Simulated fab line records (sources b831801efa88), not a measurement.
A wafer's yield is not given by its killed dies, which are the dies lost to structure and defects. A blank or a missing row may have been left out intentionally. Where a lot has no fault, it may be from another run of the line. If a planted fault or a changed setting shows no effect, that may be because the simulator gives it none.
Shared-tool check | flow sky130 | Sample size 11 lots and 33 wafers

## REASON FOR OPENING
Of 11 lots, 2 have the reading CONTACT_HDPCVD_THK flagged at SKY_CONTACT_THK_MEAS_03. No-fault wafers: 564 nm, standard deviation 5.2.
Rule: flag the lot when none of its wafers has a number, or when each of its wafers that has one lies beyond 4 standard deviations from that mean. The other lots count as sound.

lot  | measured     | on            | CONTACT_HDPCVD_THK (nm), wafer by wafer | flag
L904 | day 30 22:50 | film_metro-03 | 569 572 565                             |
L906 | day 31 09:11 | film_metro-03 | 563 566 563                             |
L905 | day 31 09:50 | film_metro-04 | 565 574 568                             |
L907 | day 31 21:13 | film_metro-04 | 568 563 571                             |
L908 | day 32 09:12 | film_metro-02 | 559 564 565                             |
L912 | day 33 23:16 | film_metro-02 | 448 453 457                             | FLAGGED
L914 | day 34 05:00 | film_metro-02 | 444 445 446                             | FLAGGED
L915 | day 34 14:04 | film_metro-04 | 560 568 573                             |
L923 | day 37 02:01 | film_metro-02 | 569 572 565                             |
L924 | day 37 08:12 | film_metro-03 | 568 570 563                             |
L925 | day 37 10:22 | film_metro-02 | 570 569 564                             |
Average over the flagged lots: 449 nm; offset from the usual -115 nm, equal to -22 standard deviations.

## WHICH TOOL EACH LOT WENT THROUGH
The record holds 1 process step before the reading, out of a route of 708 steps. Every cell lists first the tool, next ch and the chambers used by the sampled wafers, and last the start.
lot  | flag    | SKY_CONTACT_HDPCVD_02
L904 |         | hdpcvd-01 ch 0,1,2, day 30 22:46
L906 |         | hdpcvd-02 ch 0,2, day 31 09:06
L905 |         | hdpcvd-01 ch 0,2, day 31 09:46
L907 |         | hdpcvd-01 ch 0,1, day 31 21:08
L908 |         | hdpcvd-01 ch 0,1, day 32 09:08
L912 | FLAGGED | hdpcvd-01 ch 0,1,2, day 33 23:11
L914 | FLAGGED | hdpcvd-01 ch 0,2, day 34 04:55
L915 |         | hdpcvd-02 ch 0,1,2, day 34 14:00
L923 |         | hdpcvd-02 ch 0,1,2, day 37 01:56
L924 |         | hdpcvd-01 ch 0,1,2, day 37 08:07
L925 |         | hdpcvd-01 ch 0,1, day 37 10:17
What these steps do:
- SKY_CONTACT_HDPCVD_02: deposits SiO2, target thk 565 nm, time 94.2 s.
- SKY_CONTACT_THK_MEAS_03

## FLAGGED OVER TOTAL, TOOL BY TOOL (the gauges that took the reading come last)
step                    | tool          | lots run | flagged | share of the flagged lots | sound lots run after its first flagged lot
SKY_CONTACT_HDPCVD_02   | hdpcvd-01     | 8        | 2       | all                       | 2 (L924,L925)
SKY_CONTACT_HDPCVD_02   | hdpcvd-02     | 3        | 0       | none                      | -
SKY_CONTACT_THK_MEAS_03 | film_metro-02 | 5        | 2       | all                       | 2 (L923,L925)
SKY_CONTACT_THK_MEAS_03 | film_metro-03 | 3        | 0       | none                      | -
SKY_CONTACT_THK_MEAS_03 | film_metro-04 | 3        | 0       | none                      | -

## WHAT IS ALLOWED BY THE TABLE
Table rows that saw every flagged lot: 2, namely hdpcvd-01 at SKY_CONTACT_HDPCVD_02 and film_metro-02 at SKY_CONTACT_THK_MEAS_03.
- hdpcvd-01 at SKY_CONTACT_HDPCVD_02: 2 of its 8 lots flagged. Sound lots ran on it after the first flagged one (L924, L925), which a lasting fault on the whole tool wouldn't allow. Its own readings lie more than 4 standard deviations out on every wafer of the flagged lots: run_length_s.
- film_metro-02 at SKY_CONTACT_THK_MEAS_03: 2 of its 5 lots flagged. Sound lots ran on it after the first flagged one (L923, L925), which a lasting fault on the whole tool wouldn't allow.
None of the table's rows ran every flagged lot and, after the first, no sound lot.

## WHAT THE SIMULATOR HAD INSERTED
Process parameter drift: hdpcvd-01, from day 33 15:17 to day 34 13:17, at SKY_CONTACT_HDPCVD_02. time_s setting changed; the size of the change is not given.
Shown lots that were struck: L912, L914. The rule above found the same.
